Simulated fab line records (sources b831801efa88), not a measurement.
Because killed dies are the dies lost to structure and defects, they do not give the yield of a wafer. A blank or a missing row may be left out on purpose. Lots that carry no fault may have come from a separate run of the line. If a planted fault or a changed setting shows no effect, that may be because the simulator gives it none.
Which tool was responsible? -- flow gf180mcu -- 12 lots with 36 wafers sampled at 6 steps, on a route of 602 steps

WHAT EACH GAUGE READ, for each wafer
GF_NSD_CD_MEAS_07: target cd 400 nm. Usual: cdNm at 401.0 nm, with a standard deviation of 2.7.
lot,measured,on,cdNm (nm),flag
L533,day 13 20:24,cdSem-01,400.5 399.9 398.9,
L537,day 15 00:43,cdSem-02,398.2 399.7 397.7,
L539,day 15 11:29,cdSem-02,401.6 400.5 402.4,
L542,day 16 06:21,cdSem-01,395.6 395.4 394.1,
L545,day 17 11:53,cdSem-02,399.7 401.7 400.7,
L546,day 17 19:18,cdSem-01,400.5 401.5 401.6,
L547,day 18 02:05,cdSem-02,404.1 406.5 404.9,
L551,day 19 10:19,cdSem-02,401.5 402.4 401.4,
L552,day 19 23:12,cdSem-02,397.4 400.7 399.9,
L553,day 20 06:33,cdSem-02,399.7 399.1 399.3,
L554,day 20 16:50,cdSem-02,408.3 405.9 406.5,
L556,day 21 05:39,cdSem-02,396.6 396.5 395.7,

GF_NSD_TW_MEAS_12. Usual: for NSD_TW the level is 4240 and the standard deviation is 37.
lot,measured,on,NSD_TW,flag
L533,day 13 20:58,filmMetro-01,4226 4225 4238,
L537,day 15 01:16,filmMetro-01,4224 4232 4237,
L539,day 15 12:01,filmMetro-01,4249 4244 4249,
L542,day 16 06:54,filmMetro-01,4248 4253 4236,
L545,day 17 12:26,filmMetro-04,4277 4282 4262,
L546,day 17 19:51,filmMetro-01,4231 4232 4250,
L547,day 18 02:38,filmMetro-02,4199 4161 4182,
L551,day 19 10:52,filmMetro-02,4192 4203 4197,
L552,day 19 23:46,filmMetro-01,4238 4248 4227,
L553,day 20 07:07,filmMetro-04,4268 4267 4255,
L554,day 20 17:23,filmMetro-02,4148 4145 4179,
L556,day 21 06:12,filmMetro-02,4186 4183 4176,

GF_PSD_RS_MEAS_14: uses a four-point probe to measure. Usual: for NSD_RS the level is 46.16 ohm/sq and the standard deviation is 0.091.
lot,measured,on,NSD_RS (ohm/sq),flag
L533,day 14 18:19,filmMetro-02,46.17 46.04 46.15,
L537,day 15 22:48,filmMetro-02,46.20 46.28 46.16,
L539,day 16 09:47,filmMetro-04,46.20 46.11 46.14,
L542,day 17 05:01,filmMetro-02,46.19 46.12 46.05,
L545,day 18 12:38,filmMetro-04,49.32 49.40 49.32,OFF
L546,day 18 20:03,filmMetro-01,49.59 49.45 49.55,OFF
L547,day 19 03:02,filmMetro-04,49.31 49.44 49.32,OFF
L551,day 20 11:28,filmMetro-04,46.20 46.27 46.22,
L552,day 21 00:46,filmMetro-02,46.05 46.21 46.03,
L553,day 21 07:29,filmMetro-04,45.98 46.07 46.05,
L554,day 21 17:20,filmMetro-01,46.12 46.22 46.09,
L556,day 22 06:18,filmMetro-01,46.27 46.19 46.15,

GF_PSD_RS_MEAS_15: uses a four-point probe to measure. Usual: for PSD_RS the level is 108.59 ohm/sq and the standard deviation is 0.29.
lot,measured,on,PSD_RS (ohm/sq),flag
L533,day 14 18:26,filmMetro-02,108.66 108.23 108.87,
L537,day 15 22:55,filmMetro-02,108.45 108.74 108.79,
L539,day 16 09:55,filmMetro-04,108.31 108.64 108.79,
L542,day 17 05:08,filmMetro-02,108.53 108.34 108.52,
L545,day 18 12:46,filmMetro-04,125.10 125.46 125.34,OFF
L546,day 18 20:10,filmMetro-01,126.08 125.99 126.04,OFF
L547,day 19 03:09,filmMetro-04,125.70 125.94 125.69,OFF
L551,day 20 11:35,filmMetro-04,108.20 108.62 108.68,
L552,day 21 00:53,filmMetro-02,108.34 108.26 108.26,
L553,day 21 07:36,filmMetro-04,108.35 108.35 108.14,
L554,day 21 17:27,filmMetro-01,108.40 108.34 108.47,
L556,day 22 06:25,filmMetro-01,108.96 108.78 109.00,

WHICH TOOL RAN EACH LOT (tool, then ch and the chambers of the sampled wafers, then the start)
lot,GF_HV_LDD_STRIP_22,GF_PSD_RTA_13
L533,"plasmaAsher-02 ch 0, day 11 06:07","rtpAnneal-02 ch 0, day 14 18:13"
L537,"plasmaAsher-02 ch 0,1, day 12 07:39","rtpAnneal-02 ch 0, day 15 22:43"
L539,"plasmaAsher-03 ch 0,1, day 12 18:32","rtpAnneal-02 ch 0, day 16 09:41"
L542,"plasmaAsher-01 ch 0,1, day 13 11:25","rtpAnneal-02 ch 0, day 17 04:56"
L545,"plasmaAsher-03 ch 0,1, day 14 15:08","rtpAnneal-02 ch 0, day 18 12:32"
L546,"plasmaAsher-01 ch 0,1, day 14 21:01","rtpAnneal-02 ch 0, day 18 19:58"
L547,"plasmaAsher-01 ch 0, day 15 04:00","rtpAnneal-02 ch 0, day 19 02:57"
L551,"plasmaAsher-01 ch 1, day 16 08:22","rtpAnneal-01 ch 0, day 20 11:22"
L552,"plasmaAsher-01 ch 0,1, day 16 20:06","rtpAnneal-01 ch 0, day 21 00:41"
L553,"plasmaAsher-01 ch 0,1, day 17 03:40","rtpAnneal-01 ch 0, day 21 07:24"
L554,"plasmaAsher-01 ch 0,1, day 17 13:04","rtpAnneal-02 ch 0, day 21 17:15"
L556,"plasmaAsher-02 ch 0,1, day 18 01:55","rtpAnneal-01 ch 0, day 22 06:13"
- GF_HV_LDD_STRIP_22: strips in O2/N2.
- GF_PSD_RTA_13: time 20 s.

AS READ BY THE TOOLS THEMSELVES (means over the sampled wafers that have a number; for cases with no such wafer, the mark the record gives instead)
GF_HV_LDD_STRIP_22. Usual: drypumpMotorCurrentA 5.8 A, standard deviation 0.36; heaterPowerW 322 W, standard deviation 13; o2FlowSccm 3002 sccm, standard deviation 8.8; oesProductAu 0.716 a.u., standard deviation 0.0043; stripTimeToEndpointS 12.62 s, standard deviation 0.033.
lot,tool,drypumpMotorCurrentA (A),heaterPowerW (W),o2FlowSccm (sccm),oesProductAu (a.u.),stripTimeToEndpointS (s),flag
L533,plasmaAsher-02,6.0,308,3000,0.718,12.61,
L537,plasmaAsher-02,5.8,334,2994,0.718,12.68,
L539,plasmaAsher-03,6.2,329,2998,0.718,12.57,
L542,plasmaAsher-01,5.5,313,3000,0.714,12.60,
L545,plasmaAsher-03,6.2,325,3000,0.717,12.61,
L546,plasmaAsher-01,5.7,321,2995,0.717,12.65,
L547,plasmaAsher-01,5.9,321,3004,0.716,12.59,
L551,plasmaAsher-01,5.3,309,2998,0.716,12.58,
L552,plasmaAsher-01,5.7,320,3006,0.718,12.61,
L553,plasmaAsher-01,5.5,316,3002,0.718,12.61,
L554,plasmaAsher-01,5.5,315,3004,0.717,12.67,
L556,plasmaAsher-02,5.9,322,3005,0.717,12.67,

GF_PSD_RTA_13. Usual: lampPowerPct 34.2 %, standard deviation 0.57; wafer_temp_C_max 1031.3, standard deviation 1.4.
lot,tool,lampPowerPct (%),wafer_temp_C_max,flag
L533,rtpAnneal-02,33.8,1031.4,
L537,rtpAnneal-02,33.7,1032.2,
L539,rtpAnneal-02,33.7,1032.7,
L542,rtpAnneal-02,33.7,1032.1,
L545,rtpAnneal-02,31.4,1006.2,OFF
L546,rtpAnneal-02,31.5,1006.7,OFF
L547,rtpAnneal-02,31.5,1005.7,OFF
L551,rtpAnneal-01,34.8,1030.2,
L552,rtpAnneal-01,34.8,1029.5,
L553,rtpAnneal-01,34.8,1030.1,
L554,rtpAnneal-02,33.7,1031.6,
L556,rtpAnneal-01,34.9,1029.7,

THE ANSWER, worked out from the rows above alone
Rule: take the mean of a lot's wafers that have a number; if it is more than 3 standard deviations from the usual mean, the lot is off. A lot without any number at a reading at which 4 lots or more have one is off too. Where the step has rows for the other lots, those lots are counted as sound. The gauges are gone through in route order, then the tools' own readings, and for those a lot's mean is taken as printed above. The first step at which some lot is off is used, and at that step the reading that is off furthest; a lot without a number counts as furthest.
Off: L545, L546, L547, at GF_PSD_RS_MEAS_14 (NSD_RS).
A tool fits if, at a process step before that reading, it ran every lot that is off, and no sound lot after the first of them. Not tried: the gauges at GF_PSD_RS_MEAS_14; whatever is off there is also off at GF_PSD_RTA_13, on other tools, and gauge error can't account for it. Of those tried, none fits.

WHAT WAS PUT IN BY THE SIMULATOR
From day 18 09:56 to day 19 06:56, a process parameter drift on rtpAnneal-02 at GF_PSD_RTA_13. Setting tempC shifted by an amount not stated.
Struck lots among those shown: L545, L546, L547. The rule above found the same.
